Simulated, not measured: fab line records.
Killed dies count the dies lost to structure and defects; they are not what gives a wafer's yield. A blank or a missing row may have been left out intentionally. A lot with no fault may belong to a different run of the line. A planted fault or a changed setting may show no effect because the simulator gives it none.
Which tool is to blame? ; flow sky130 ; 39 wafers from 13 lots sampled at 5 of the route's 708 steps

== WHAT THE GAUGES READ, wafer by wafer ==
SKY_FIELD_ISO_THK_MEAS_23.
lot;measured;on;FIELD_ISO_OXIDATION_01_THK (nm)
L363;day 2 07:37;film metro-01;10.18 10.20 10.17
L364;day 2 12:15;film metro-04;10.17 10.05 10.17
L366;day 3 00:22;film metro-03;10.20 9.94 10.00
L367;day 3 09:45;film metro-04;10.16 10.08 10.14
L368;day 3 09:45;film metro-01;10.01 9.92 10.04
L369;day 3 16:44;film metro-01;9.83 9.88 9.85
L370;day 3 21:58;film metro-03;9.89 9.79 9.96
L377;day 5 08:14;film metro-03;10.01 10.14 10.05
L378;day 5 13:33;film metro-03;10.06 9.96 10.25
L380;day 6 09:19;film metro-04;10.26 9.99 10.05
L382;day 6 14:35;film metro-03;9.96 9.93 10.03
L383;day 6 18:51;film metro-04;10.03 9.98 10.09
L385;day 7 00:32;film metro-01;9.78 9.94 9.92

SKY_PWDE_OVL_MEAS_07.
lot;measured;on;PWDE_OVL (nm)
L363;day 3 18:59;overlay-02;-2.0 0.2 -2.3
L364;day 4 00:44;overlay-02;1.0 0.1 1.5
L366;day 4 20:37;overlay-01;-1.2 1.4 0.7
L367;day 5 04:55;overlay-02;-1.1 -1.0 -0.2
L368;day 5 04:08;overlay-01;0.4 1.4 1.8
L369;day 5 08:16;overlay-02;-1.4 -0.8 0.0
L370;day 5 13:08;overlay-01;-0.3 0.6 -0.5
L377;day 7 01:14;overlay-01;-0.9 -0.6 -1.9
L378;day 7 08:38;overlay-02;-0.8 -1.4 0.6
L380;day 8 05:44;overlay-02;1.3 0.4 -1.8
L382;day 8 11:11;overlay-02;0.8 -0.1 2.3
L383;day 8 14:44;overlay-01;3.4 2.5 -0.1
L385;day 8 22:16;overlay-01;1.7 0.0 0.1

SKY_NWELL_OVL_MEAS_10.
lot;measured;on;NWELL_00_OVL (nm)
L363;day 4 11:47;overlay-01;-1.3 -0.6 -0.2
L364;day 4 18:10;overlay-02;-3.3 -0.3 -1.9
L366;day 5 14:14;overlay-02;1.3 2.9 1.8
L367;day 5 23:10;overlay-02;-0.7 1.6 0.1
L368;day 5 21:35;overlay-02;-0.5 0.2 1.8
L369;day 6 02:53;overlay-02;-1.0 -1.2 -1.6
L370;day 6 07:44;overlay-01;-0.2 1.3 1.5
L377;day 7 19:40;overlay-01;-0.9 -3.7 -0.4
L378;day 8 04:13;overlay-01;0.7 2.2 3.3
L380;day 9 02:38;overlay-02;-0.9 -1.2 -1.7
L382;day 9 09:04;overlay-02;-0.2 1.0 -0.2
L383;day 9 11:46;overlay-02;0.9 1.3 1.7
L385;day 9 20:04;overlay-02;-1.9 0.1 0.8

== TOOL THAT RAN EACH LOT (tool first, then ch and the chambers of the sampled wafers, then the start) ==
lot;SKY_FIELD_ISO_COAT_08;SKY_FIELD_ISO_STRIP_16
L363;litho track-03 ch 0, day 1 20:00;plasma asher-04 ch 0,1, day 2 04:51
L364;litho track-03 ch 0, day 2 02:00;plasma asher-04 ch 0,1, day 2 10:20
L366;litho track-03 ch 0, day 2 11:00;plasma asher-02 ch 0,1, day 2 20:00
L367;litho track-03 ch 0, day 2 19:00;plasma asher-04 ch 1, day 3 03:35
L368;litho track-03 ch 0, day 2 22:00;plasma asher-01 ch 0,1, day 3 06:52
L369;litho track-03 ch 0, day 3 04:00;plasma asher-01 ch 0,1, day 3 12:58
L370;litho track-03 ch 0, day 3 11:00;plasma asher-04 ch 0,1, day 3 19:26
L377;litho track-02 ch 0, day 4 20:00;plasma asher-02 ch 0, day 5 06:07
L378;litho track-01 ch 0, day 5 02:00;plasma asher-02 ch 0,1, day 5 11:43
L380;litho track-02 ch 0, day 5 20:00;plasma asher-02 ch 0,1, day 6 06:25
L382;litho track-01 ch 0, day 6 02:00;plasma asher-02 ch 0,1, day 6 12:11
L383;litho track-03 ch 0, day 6 05:00;plasma asher-01 ch 0,1, day 6 16:13
L385;litho track-03 ch 0, day 6 12:00;plasma asher-02 ch 0,1, day 6 22:33
- SKY_FIELD_ISO_COAT_08: resist thk 450 nm.
- SKY_FIELD_ISO_STRIP_16: strips in O2/N2.

== AS READ BY THE TOOLS THEMSELVES (means over the sampled wafers that have a number; for cases with no such wafer, the mark the record gives instead) ==
SKY_FIELD_ISO_COAT_08.
lot;tool;exhaust pa (Pa);resist line temp C (C);spin speed rpm (rpm)
L363;litho track-03;45.9;23.01;3000.9
L364;litho track-03;44.7;23.02;2998.9
L366;litho track-03;46.0;23.05;2998.3
L367;litho track-03;44.9;22.88;3002.4
L368;litho track-03;44.1;23.08;2998.2
L369;litho track-03;45.5;22.95;3002.7
L370;litho track-03;44.6;23.02;2998.6
L377;litho track-02;42.9;22.81;3000.5
L378;litho track-01;44.1;22.90;2999.7
L380;litho track-02;45.3;22.92;2998.6
L382;litho track-01;43.9;23.03;3001.3
L383;litho track-03;46.1;22.92;2999.5
L385;litho track-03;46.0;22.91;3001.1

SKY_FIELD_ISO_STRIP_16.
lot;tool;drypump motor current A (A);oes product au (a.u.);strip time to endpoint s (s)
L363;plasma asher-04;6.5;0.373;3.50
L364;plasma asher-04;6.5;0.378;3.53
L366;plasma asher-02;5.2;0.381;3.54
L367;plasma asher-04;6.6;0.376;3.53
L368;plasma asher-01;6.0;0.381;3.55
L369;plasma asher-01;5.7;0.351;2.93
L370;plasma asher-04;6.5;0.353;2.91
L377;plasma asher-02;5.0;0.375;3.54
L378;plasma asher-02;5.4;0.382;3.50
L380;plasma asher-02;5.4;0.383;3.55
L382;plasma asher-02;5.4;0.376;3.52
L383;plasma asher-01;5.7;0.378;3.50
L385;plasma asher-02;5.2;0.378;3.55

== THE ANSWER, worked out from the rows above alone ==
Rule: what is usual is taken from the lots themselves. Put in order of their means at a reading, lots are off if they are a third of the lots or fewer, leave a main group of 4 or more, and stand apart from it by a gap of 3 or more times the standard deviation of the main group's means; of several such gaps the widest counts. A main group whose means are all the same, to the digits that the tables above print for the reading, isn't used. Also off: a lot with no number at a reading for which 4 or more lots have one. The other lots that the step has rows for count as sound. After the gauges, taken in route order, come the tools' own readings; for these a lot's mean is taken, as printed above. The first step at which some lot is off is used, and at that step the reading that is off furthest; a lot without a number counts as furthest.
Off, at SKY_FIELD_ISO_STRIP_16 on strip time to endpoint s: L369, L370. For the main group the mean is 3.53 s and the standard deviation 0.019.
If a tool, at that step or one of the process steps before it, ran each lot that is off and ran no sound lot following the first of them, it fits. None of those tried fits.

== WHAT THE SIMULATOR PUT IN ==
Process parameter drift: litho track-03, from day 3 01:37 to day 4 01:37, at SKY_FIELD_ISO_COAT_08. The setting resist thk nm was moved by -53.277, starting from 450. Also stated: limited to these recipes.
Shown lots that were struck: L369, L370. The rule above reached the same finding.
